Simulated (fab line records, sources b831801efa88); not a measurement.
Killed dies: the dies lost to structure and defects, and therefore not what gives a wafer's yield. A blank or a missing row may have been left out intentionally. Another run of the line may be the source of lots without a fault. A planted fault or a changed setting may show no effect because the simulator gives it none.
A lot that was struck, set against a sound lot || flow sky130 || 30 steps out of a route of 708
Sound: wafers L424.4, L424.5, L424.6. Wafers struck: L427.1, L427.5, L427.6. The cause is given at the end.
Order at every step that has rows: each side's tool, ch and its chambers, its first start. Under that, the readings that differ: sound wafers || struck wafers || difference of the means || sigmas: that difference in standard deviations of wafers without a fault.
alike: words and numbers the same on both sides, and readings whose means are apart by under 2 such deviations; not compared: readings that were withheld, readings missing a value for some wafer, numbers with overlapping values and no deviation given by the record, and bounds like >300 which may hide the same value.
The two part at a step that has a row with sigmas, a row that says differs or no value, or rows on one side only. When numbers do not overlap yet have no deviation, they are printed without sigmas and do not part them. Lack of a reading on every wafer of one side parts them only where that side has two or more wafers.

first, 5 steps without rows for these wafers: SKY_SONOS_ONO_COAT_08 (resist thk 1140 nm); SKY_SONOS_ONO_SOFTBAKE_09 (time 60 s); SKY_SONOS_ONO_EXPOSE_10 (exposes mask ONOM, target cd 410 nm); SKY_SONOS_ONO_PEB_11; SKY_SONOS_ONO_DEVELOP_12 (develop time 60 s).
SKY_SONOS_ONO_CD_MEAS_13 targets a cd of 410 nm.
  struck on cd_sem-01, day 16 10:07; sound on cd_sem-02, day 15 12:54
  alike: cd_nm
SKY_SONOS_ONO_OVL_MEAS_14:
  struck on overlay-02, day 16 10:14; sound on overlay-01, day 15 12:59
  alike: SONOS_ONO_OVL
SKY_SONOS_ONO_ETCH_15: etches the open film in CHF3/O2, target depth 19.52 nm, time 7.8 s.
  sound on rie_diel-03 ch 0,1, day 15 13:00; struck on rie_diel-01 ch 0,3, day 16 10:17
  alike: bias_w, drypump_motor_current_A, oes_product_au, throttle_valve_pct
  not compared: rf_hours_counter_h
then, 1 step without rows for these wafers: SKY_SONOS_ONO_WET_ETCH_16 (etches SiO2 in dHF, target depth 14 nm, time 280 s).
SKY_SONOS_ONO_STRIP_17: strips in O2/N2.
  sound on plasma_asher-02 ch 0,1, day 15 13:08; struck on plasma_asher-02 ch 0,1, day 16 10:23
  alike: drypump_motor_current_A, oes_product_au, strip_time_to_endpoint_s
  not compared: rf_hours_counter_h
then, 2 steps without rows for these wafers: SKY_SONOS_ONO_WET_ETCH_18 (etches Si3N4 in H3PO4, target depth 15 nm, time 172 s); SKY_GATE_OXIDE_CLEAN_00 (cleans in SC1/SC2, time 150 s).
SKY_GATE_OXIDE_OXIDATION_01: stabilise 600 s, purge 300 s, target thk 10.268 nm.
  sound on furnace-01 ch 0, day 15 14:52; struck on furnace-01 ch 0, day 16 12:23
{"reading": "spike_tc_bottom_C (C)", "sound": "917.8 915.5 916.7", "struck": "960.2 958.9 960.6", "difference": "+43.2", "sigmas": "+29"}
{"reading": "spike_tc_centre_C (C)", "sound": "897.0 898.0 896.3", "struck": "940.7 940.9 939.2", "difference": "+43.2", "sigmas": "+18"}
{"reading": "spike_tc_lower_C (C)", "sound": "899.3 897.5 900.0", "struck": "941.5 942.3 941.8", "difference": "+42.9", "sigmas": "+36"}
{"reading": "spike_tc_top_C (C)", "sound": "901.6 903.9 903.9", "struck": "946.5 943.6 943.9", "difference": "+41.5", "sigmas": "+14"}
{"reading": "spike_tc_upper_C (C)", "sound": "899.7 900.4 901.4", "struck": "944.6 945.4 944.7", "difference": "+44.4", "sigmas": "+30"}
{"reading": "tube_center_temp_C (C)", "sound": "900.02 900 899.97", "struck": "942.39 942.58 942.42", "difference": "+42.47", "sigmas": "+99 or more"}
{"reading": "tube_center_temp_C_max", "sound": "902.2 901.8 902.0", "struck": "945.2 946.0 944.9", "difference": "+43.4", "sigmas": "+99 or more"}
{"reading": "zone_power_centre_pct (%)", "sound": "19.5 20.2 19.9", "struck": "22.6 22.2 22.4", "difference": "+2.5", "sigmas": "+3"}
{"reading": "zone_power_lower_pct (%)", "sound": "18.94 18.68 18.64", "struck": "21.05 21.51 21.04", "difference": "+2.45", "sigmas": "+12"}
{"reading": "zone_power_upper_pct (%)", "sound": "19.1 18.8 19.0", "struck": "21.5 21.0 21.2", "difference": "+2.3", "sigmas": "+4"}
{"reading": "model.SiO2_of_GATE_OXIDE_OXIDATION_01.thk_nm (nm)", "sound": "10.07 10.19 10.22", "struck": "16.16 16.15 16.1", "difference": "+5.98", "sigmas": ""}
  alike: zone_power_top_pct
SKY_GATE_OXIDE_THK_MEAS_02:
  struck on film_metro-03, day 16 13:48; sound on film_metro-03, day 15 16:18
{"reading": "GATE_OXIDE_OXIDATION_00_THK (nm)", "sound": "10.05 10.18 10.18", "struck": "16.11 16.18 16.11", "difference": "+6.00", "sigmas": "+29"}
then, 7 steps without rows for these wafers: SKY_GATE_OXIDE_DEHYDRATE_03 (time 60 s); SKY_GATE_OXIDE_HMDS_04 (prime time 60 s); SKY_GATE_OXIDE_COAT_05 (resist thk 1140 nm); SKY_GATE_OXIDE_SOFTBAKE_06 (time 60 s); SKY_GATE_OXIDE_EXPOSE_07 (exposes mask LVOM, target cd 600 nm); SKY_GATE_OXIDE_PEB_08; SKY_GATE_OXIDE_DEVELOP_09 (develop time 60 s).
SKY_GATE_OXIDE_OVL_MEAS_10:
  struck on overlay-01, day 17 18:10; sound on overlay-01, day 16 19:23
  alike: GATE_OXIDE_OVL
then, 2 steps without rows for these wafers: SKY_GATE_OXIDE_IMPLANT_11; SKY_GATE_OXIDE_WET_ETCH_12 (etches SiO2 in dHF, target depth 16.8 nm, time 336 s).
SKY_GATE_OXIDE_STRIP_13: strips in O2/N2.
  sound on plasma_asher-04 ch 0,1, day 16 19:42; struck on plasma_asher-03 ch 0,1, day 17 18:27
  alike: drypump_motor_current_A, oes_product_au, strip_time_to_endpoint_s
  not compared: rf_hours_counter_h
SKY_GATE_OXIDE_TW_MEAS_14:
  struck on film_metro-04, day 17 18:33; sound on film_metro-02, day 16 19:47
  alike: GATE_OXIDE_TW
then, 1 step without rows for these wafers: SKY_GATE_OXIDE_CLEAN_15 (cleans in SC1/SC2, time 150 s).
SKY_GATE_OXIDE_OXIDATION_16: stabilise 600 s, purge 300 s, target thk 3.57 nm.
  sound on furnace-02 ch 0, day 16 20:22; struck on furnace-01 ch 0, day 17 18:40
{"reading": "spike_tc_bottom_C (C)", "sound": "821.0 822.3 820.8", "struck": "818.0 819.0 816.8", "difference": -3.4, "sigmas": -2}
{"reading": "zone_power_centre_pct (%)", "sound": "14.2 14.3 14.0", "struck": "16.1 15.7 15.5", "difference": "+1.6", "sigmas": "+2"}
{"reading": "zone_power_upper_pct (%)", "sound": "13.9 14.1 13.8", "struck": "14.8 14.7 15.0", "difference": "+0.9", "sigmas": "+2"}
{"reading": "model.SiO2_of_GATE_OXIDE_OXIDATION_01.thk_nm (nm)", "sound": "11.43 11.54 11.56", "struck": "17.11 17.15 17.07", "difference": "+5.60", "sigmas": ""}
  alike: spike_tc_centre_C, spike_tc_lower_C, spike_tc_top_C, spike_tc_upper_C, tube_center_temp_C, tube_center_temp_C_max, zone_power_lower_pct, zone_power_top_pct
then, 1 step without rows for these wafers: SKY_POLY_GATE_CVD_00 (deposits poly-Si, target thk 180 nm, time 720 s).
-- the record jumps here: 31 days lie between the struck wafers' starts before and after (it left off in module POLY_GATE and takes up again in module PAD_OPEN, whose first step shown is number 708 of the route) --
SKY_PAD_OPEN_PROBE_99:
  struck on prober-02, day 48 17:32; sound on prober-01, day 47 23:12
{"reading": "model.etest.nfet_16v.r_on_ohm_um", "sound": "1.406e+04 1.409e+04 1.406e+04", "struck": "1.731e+04 1.732e+04 1.74e+04", "difference": "+3.273e+03", "sigmas": ""}
{"reading": "model.etest.tip_sonos.rs_ohm_sq", "sound": "2622 2669 2647", "struck": "4993 4912 4892", "difference": "+2286", "sigmas": ""}
{"reading": "model.etest.pfet_16v.r_on_ohm_um", "sound": "1.571e+04 1.53e+04 1.542e+04", "struck": "1.672e+04 1.672e+04 1.715e+04", "difference": "+1.387e+03", "sigmas": ""}
{"reading": "model.etest.pfet_g5v0d10v5.r_on_ohm_um", "sound": "4663 4651 4676", "struck": "6181 6058 6124", "difference": "+1458", "sigmas": ""}
{"reading": "model.etest.nfet_g5v0d10v5.r_on_ohm_um", "sound": "1868 1840 1886", "struck": "2436 2421 2436", "difference": "+566", "sigmas": ""}
{"reading": "model.etest.tip_p.rs_ohm_sq", "sound": "6891 6881 6924", "struck": "7072 7108 7126", "difference": "+203", "sigmas": ""}
{"reading": "model.etest.pfet_01v8.r_on_ohm_um", "sound": "2890 2861 2968", "struck": "3226 3013 3080", "difference": "+200", "sigmas": ""}
{"reading": "model.etest.nfet_g5v0d10v5.drive_ua_um", "sound": "616.6 614.4 602.8", "struck": "402.4 404.2 404.2", "difference": -207.7, "sigmas": ""}
  alike: killed_at_M0_to_M3, killed_at_M4_up, killed_at_contacts, killed_at_front_end, killed_at_other, killed_dies, killed_open, killed_short

## WHERE THEY PART
Earliest at SKY_GATE_OXIDE_OXIDATION_01; latest, in this record, at SKY_GATE_OXIDE_OXIDATION_16. Later steps at which nothing parts them and some readings are alike: SKY_PAD_OPEN_PROBE_99.

WHY: whatever the simulator had introduced
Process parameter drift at SKY_GATE_OXIDE_OXIDATION_01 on furnace-01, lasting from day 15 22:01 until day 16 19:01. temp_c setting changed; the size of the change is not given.
